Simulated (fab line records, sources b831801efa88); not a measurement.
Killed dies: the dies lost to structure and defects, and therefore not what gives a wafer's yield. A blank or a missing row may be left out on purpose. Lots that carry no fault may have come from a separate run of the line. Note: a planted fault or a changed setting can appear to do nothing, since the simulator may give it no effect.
Struck lot and sound lot, side by side / flow gf180mcu / 15 out of 602 route steps
Sound: these wafers, L382.1, L382.5, L382.6. Struck: wafer L390.3 (L390.5, L390.6, from the same lot, were not struck and are left out); the cause is given at the end.
Per side, at each step with rows, come the tool, then ch with its chambers, and then its first start. Under that, the readings that differ: sound wafers / struck wafers / difference of the means / sigmas: that difference in standard deviations of wafers without a fault.
alike: same words and numbers on both sides, and readings whose means sit less than 2 such deviations apart. not compared: any withheld reading, any reading some wafer has no value for, any bound like >300 that may hide the same value, and any number with overlapping values for which the record gives no deviation.
Wherever a step has rows on one side only, a row that says differs or no value, or a row with sigmas, the two part there. Numbers that have no deviation but don't overlap get no sigmas and don't part them. Lack of a reading on every wafer of one side parts them only where that side has two or more wafers.

first, 1 step without rows for these wafers: GF_TOP_METAL_CLEAN_19 (cleans in DIW).
GF_PASSIVATION_CVD_00: deposits SiO2 from TEOS, target thk 1000 nm, time 111.95 s.
  sound on pecvd-04 ch 0,1, day 29 11:54; struck on pecvd-04 ch 0, day 31 16:55
  alike: heaterPowerW
GF_PASSIVATION_THK_MEAS_01:
  sound: filmMetro-03 at day 29 11:59; struck: filmMetro-01 at day 31 17:07
  alike: PASSIVATION_CVD_00_THK
GF_PASSIVATION_CVD_02: deposits Si3N4, target thk 700 nm, time 486.18 s.
  sound on pecvd-01 ch 0,1, day 29 12:02; struck on pecvd-01 ch 2, day 31 17:10
  alike: heaterPowerW
GF_PASSIVATION_THK_MEAS_03:
  sound: filmMetro-03 at day 29 12:28; struck: filmMetro-03 at day 31 17:28
  alike: PASSIVATION_CVD_02_THK
then, 7 steps without rows for these wafers: GF_PASSIVATION_DEHYDRATE_04 (time 60 s); GF_PASSIVATION_HMDS_05 (prime time 60 s); GF_PASSIVATION_COAT_06 (resist thk 4000 nm); GF_PASSIVATION_SOFTBAKE_07; GF_PASSIVATION_EXPOSE_08 (exposes mask Pad, target cd 40000 nm); GF_PASSIVATION_PEB_09; GF_PASSIVATION_DEVELOP_10 (develop time 60 s).
GF_PASSIVATION_ETCH_11: etches the open film in CF4/O2, stops on TiN, target depth 2040 nm, time 453.3 s.
  sound on rieDiel-04 ch 0,1, day 30 07:05; struck on rieDiel-04 ch 3, day 32 09:57
reading=biasW (W); sound=148.9 148.9 149.3; struck=150.1; difference=+1.1; sigmas=+2
reading=oesProductAu (a.u.); sound=0.990 0.996 0.990; struck=0.896; difference=-0.096; sigmas=-16
reading=rfFwdPowerW (W); sound=792.6 799.7 795.2; struck=670.9; difference=-124.9; sigmas=-50
reading=throttleValvePct (%); sound=5.965 5.980 5.966; struck=5.932; difference=-0.038; sigmas=-4
reading=model.coat_of_PASSIVATION_COAT_06.thkNm (nm); sound=2670 2628 2662; struck=2863; difference=+210; sigmas=
  alike: drypumpMotorCurrentA
  not compared: rfHoursCounterH
GF_PASSIVATION_STRIP_12: strips in O2/N2.
  sound on plasmaAsher-02 ch 0,1, day 30 07:22; struck on plasmaAsher-02 ch 1, day 32 10:16
reading=stripTimeToEndpointS (s); sound=33.27 32.79 33.18; struck=35.48; difference=+2.40; sigmas=+10
  alike: drypumpMotorCurrentA, heaterPowerW, oesProductAu
  not compared: rfHoursCounterH
then, 1 step without rows for these wafers: GF_PASSIVATION_ANNEAL_13 (time 1800 s).

WHERE THEY PART
Last at GF_PASSIVATION_STRIP_12 as far as this record goes, first at GF_PASSIVATION_ETCH_11.

WHY: what the simulator had put in
rieDiel-04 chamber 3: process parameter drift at GF_PASSIVATION_ETCH_11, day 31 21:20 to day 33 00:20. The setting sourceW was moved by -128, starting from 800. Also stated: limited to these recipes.
